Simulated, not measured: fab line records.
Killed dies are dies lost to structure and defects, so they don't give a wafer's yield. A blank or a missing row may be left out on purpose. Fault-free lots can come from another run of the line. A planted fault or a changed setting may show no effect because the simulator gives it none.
Struck lot and sound lot, side by side    flow sky130    19 out of 708 route steps
Sound: wafers L596.1, L596.3, L596.6. Struck: wafers L612.2, L612.4, L612.6. The cause is named last.
Per side, at each step with rows, come the tool, then ch with its chambers, and then its first start. Under that, the readings that differ: sound wafers    struck wafers    difference of the means    sigmas: that difference in standard deviations of wafers without a fault.
alike: same words and numbers on both sides, and readings whose means sit less than 2 such deviations apart. not compared: any withheld reading, any reading some wafer has no value for, any bound like >300 that may hide the same value, and any number with overlapping values for which the record gives no deviation.
A row with sigmas, a row that says differs or no value, or rows on one side alone: a step with any of these is where the two part. When numbers do not overlap yet have no deviation, they are printed without sigmas and do not part them. A reading missing from all wafers of one side parts the sides only when that side holds two or more wafers.

SKY_METAL4_STRIP_19: strips in O2/N2.
  sound on plasmaAsher-03 ch 0, day 42 02:14; struck on plasmaAsher-03 ch 0,1, day 46 20:35
  alike: drypumpMotorCurrentA, oesProductAu, stripTimeToEndpointS
  not compared: rfHoursCounterH
then, 4 steps without rows for these wafers: SKY_METAL4_STRIP_20 (strips in post etch residue remover, time 1200 s); SKY_METAL4_CLEAN_21 (cleans in IPA, time 180 s); SKY_METAL4_CLEAN_22 (cleans in O3/DIW); SKY_VIA4_HDPCVD_00 (deposits SiO2, target thk 1750 nm, time 291.7 s).
SKY_VIA4_THK_MEAS_01:
  sound: filmMetro-02 at day 42 03:26; struck: filmMetro-02 at day 46 21:25
reading               sound           struck          difference  sigmas
VIA4_HDPCVD_THK (nm)  1751 1730 1750  1794 1780 1780  +41         +2
SKY_VIA4_CMP_02: polishes SiO2.
  sound on cmp-01 ch 0,1,2, day 42 03:32; struck on cmp-02 ch 0,1, day 46 21:31
  alike: edgeZonePressureFrac, motorCurrentA
SKY_VIA4_BOW_MEAS_03:
  sound: filmMetro-02 at day 42 03:47; struck: filmMetro-02 at day 46 21:50
  alike: VIA4_BOW
then, 4 steps without rows for these wafers: SKY_VIA4_DEHYDRATE_04 (time 60 s); SKY_VIA4_HMDS_05 (prime time 60 s); SKY_VIA4_COAT_06 (resist thk 1140 nm); SKY_VIA4_SOFTBAKE_07 (time 60 s).
SKY_VIA4_EXPOSE_08: exposes mask VIM4, target cd 800 nm.
  sound on ilineStepper-01 ch 0, day 42 15:53; struck on ilineStepper-02 ch 0, day 47 07:42
  alike: mask
then, 2 steps without rows for these wafers: SKY_VIA4_PEB_09; SKY_VIA4_DEVELOP_10 (develop time 60 s).
SKY_VIA4_OVL_MEAS_11:
  sound: overlay-02 at day 43 03:17; struck: overlay-01 at day 47 17:29
  alike: VIA4_OVL
SKY_VIA4_ETCH_12: etches SiO2 in C4F8/O2/Ar, stops on TiN, target depth 580 nm.
  sound on rieDiel-03 ch 0,1,3, day 43 03:19; struck on rieDiel-04 ch 1,2,3, day 47 17:31
reading               sound            struck             difference  sigmas
model.VIA4.cdNm (nm)  798 794.8 796.1  820.3 809.2 831.4  +24.0       
  alike: oesProductAu, rfFwdPowerW
SKY_VIA4_STRIP_13: strips in O2/N2.
  sound on plasmaAsher-04 ch 0,1, day 43 03:23; struck on plasmaAsher-03 ch 0, day 47 17:35
  alike: drypumpMotorCurrentA, oesProductAu, stripTimeToEndpointS
  not compared: rfHoursCounterH
-- the record jumps here: 2 days lie between the struck wafers' starts before and after (it left off in module VIA4 and takes up again in module PAD_OPEN, whose first step shown is number 708 of the route) --
SKY_PAD_OPEN_PROBE_99:
  sound: prober-01 at day 46 02:46; struck: prober-01 at day 50 03:22
reading                      sound                 struck                difference  sigmas
killedAtFrontEnd             9 16 5                16 26 18              +10         +2
model.etest.via4Chain.rcOhm  0.7845 0.8161 0.8051  0.7741 0.7565 0.7331  -0.0473     
  alike: defectLimitedYield, killed_at_M0_to_M3, killed_at_M4_up, killedAtContacts, killedAtOther, killedDies, killedOpen, killedShort, sort_bin_3_pad_short, sort_bin_5_function, sort_bin_6_memory, sortNPass, sortYieldPct

## WHERE THEY PART
Earliest at SKY_VIA4_THK_MEAS_01; latest, in this record, at SKY_PAD_OPEN_PROBE_99.

WHY: the cause the simulator had injected
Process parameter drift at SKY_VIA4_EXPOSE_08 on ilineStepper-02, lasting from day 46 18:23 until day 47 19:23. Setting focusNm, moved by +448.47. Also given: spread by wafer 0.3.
